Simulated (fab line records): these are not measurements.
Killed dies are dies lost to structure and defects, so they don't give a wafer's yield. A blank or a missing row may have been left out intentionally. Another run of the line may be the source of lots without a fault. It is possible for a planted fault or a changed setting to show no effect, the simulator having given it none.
The tool behind it: which one? | flow sky130 | route of 708 steps, sampled at 1 step: 12 lots, 36 wafers

== WHAT THE GAUGES SHOWED, per wafer ==
SKY_METAL2_RS_MEAS_05: the measuring method here is four-point-probe.
lot  | measured     | on           | METAL2_ALCU_RS (ohm/sq)
L075 | day 34 07:31 | filmMetro-04 | 0.1275 0.1264 0.1267
L077 | day 35 18:56 | filmMetro-04 | 0.1279 0.1265 0.1282
L078 | day 35 21:29 | filmMetro-02 | 0.1252 0.1276 0.1265
L081 | day 36 03:24 | filmMetro-04 | 0.1265 0.1286 0.1284
L083 | day 36 22:41 | filmMetro-04 | 0.1263 0.1267 0.1270
L084 | day 37 11:31 | filmMetro-04 | 0.1266 0.1265 0.1268
L089 | day 39 07:08 | filmMetro-02 | 0.1278 0.1263 0.1279
L088 | day 39 08:04 | filmMetro-02 | 0.1271 0.1270 0.1254
L091 | day 39 11:25 | filmMetro-02 | 0.1267 0.1274 0.1268
L093 | day 39 16:01 | filmMetro-03 | 0.1267 0.1274 0.1278
L095 | day 40 12:04 | filmMetro-03 | 0.1271 0.1289 0.1263
L097 | day 40 19:00 | filmMetro-04 | 0.1273 0.1286 0.1281

== WHICH TOOL RAN EACH LOT (tool, then ch and the chambers of the sampled wafers, then the start) ==
Record: no process step prior to these readings.

== THE ANSWER, worked out from the rows above alone ==
Rule: usual is defined by the lots themselves. Put in order of their means at a reading, lots are off if they are a third of the lots or fewer, leave a main group of 4 or more, and stand apart from it by a gap of 3 or more times the standard deviation of the main group's means; of several such gaps the widest counts. The tables above print the reading to a certain number of digits; a main group whose means all agree to those digits is not used. A lot without any number at a reading at which 4 lots or more have one is off too. All remaining lots with rows at the step are treated as sound.
None of the lots is off at any reading shown; this tells nothing.

== WHAT HAD BEEN PUT IN BY THE SIMULATOR ==
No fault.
